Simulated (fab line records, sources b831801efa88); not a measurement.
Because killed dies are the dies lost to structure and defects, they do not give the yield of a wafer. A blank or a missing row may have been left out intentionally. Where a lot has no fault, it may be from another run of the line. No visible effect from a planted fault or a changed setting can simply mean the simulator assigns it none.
2 desks looking at one fault + flow gf180mcu + numbers are kept per desk, each desk with only its own; the story behind them comes last

## AT THE TOOL OWNER'S DESK: litho track-04
The tool's own readings at GF_HV_LDD_SOFTBAKE_03 (time 60 s): means of the sampled wafers that have a number, for each lot that ran on this tool. A lot is out of limits, marked OUT, if its mean lies more than 4 standard deviations from the usual mean; the brackets give that distance.
Columns: A = heater power total W at GF_HV_LDD_SOFTBAKE_03, usual 56.60 W; B = plate temp C at GF_HV_LDD_SOFTBAKE_03, usual 89.99 C
| lot  | first seen here | A               | B               |
|------|-----------------|-----------------|-----------------|
| L331 | day 10 13:49    | 56.56           | 90.14           |
| L332 | day 11 02:37    | 56.63           | 90.12           |
| L335 | day 11 19:56    | 56.59           | 90.05           |
| L340 | day 13 04:13    | 56.58           | 89.87           |
| L341 | day 13 10:46    | 54.28 (-48) OUT | 87.29 (-19) OUT |
| L342 | day 13 21:49    | 54.35 (-47) OUT | 87.65 (-17) OUT |
| L343 | day 14 03:40    | 54.27 (-49) OUT | 87.13 (-20) OUT |
This desk finds L341, L342, L343 out of limits, L341 being first, at day 13 10:46 (heater power total W at GF_HV_LDD_SOFTBAKE_03). L331, L332, L335, L340 stayed within limits.

## THE METROLOGY DESK
What the gauges read for every lot (on any tool): the sampled wafers with a number, averaged. A lot is out of limits, marked OUT, if its mean lies more than 4 standard deviations from the usual mean; the brackets give that distance.
Columns: A = MVSD_TW at GF_MVSD_TW_MEAS_11, usual 1572; B = VT_IMPLANT_TW at GF_VT_IMPLANT_TW_MEAS_10, usual 559; C = cd nm at GF_HV_LDD_CD_MEAS_19, usual 399.7 nm
| lot  | first seen here | A    | B   | C     |
|------|-----------------|------|-----|-------|
| L328 | day 4 08:49     | 1588 | 561 | 398.5 |
| L330 | day 4 20:20     | 1555 | 550 | 400.1 |
| L331 | day 5 03:41     | 1595 | 561 | 402.8 |
| L332 | day 5 18:05     | 1546 | 564 | 399.3 |
| L333 | day 6 03:19     | 1594 | 555 | 402.6 |
| L334 | day 6 05:53     | 1593 | 554 | 399.2 |
| L335 | day 6 06:19     | 1547 | 554 | 396.7 |
| L337 | day 6 20:22     | 1580 | 562 | 399.5 |
| L338 | day 6 22:38     | 1544 | 562 | 399.9 |
| L340 | day 7 06:43     | 1557 | 560 | 398.6 |
| L341 | day 7 13:35     | 1564 | 562 | 401.3 |
| L342 | day 7 20:28     | 1567 | 564 | 400.2 |
| L343 | day 8 02:28     | 1574 | 563 | 397.1 |
| L347 | day 8 23:40     | 1576 | 561 | 398.2 |
| L348 | day 9 04:49     | 1577 | 556 | 401.2 |
This desk found nothing out of limits on any of the 15 lots.

## TAKEN TOGETHER
An alarm could have come from the tool owner's desk at day 13 10:46, on L341, L342, L343.
The metrology desk saw nothing out of limits.
The metrology desk has L341, L342, L343 on record, within its limits.
The lots listed all ran GF_HV_LDD_SOFTBAKE_03 on litho track-04.

## WHAT THE SIMULATOR PUT IN
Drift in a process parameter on litho track-04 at GF_HV_LDD_SOFTBAKE_03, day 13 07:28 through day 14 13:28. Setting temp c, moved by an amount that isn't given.
Struck lots among those shown: L341, L342, L343.
Each desk's first reading out of limits, in hours after the fault started: the tool owner's desk, 3.
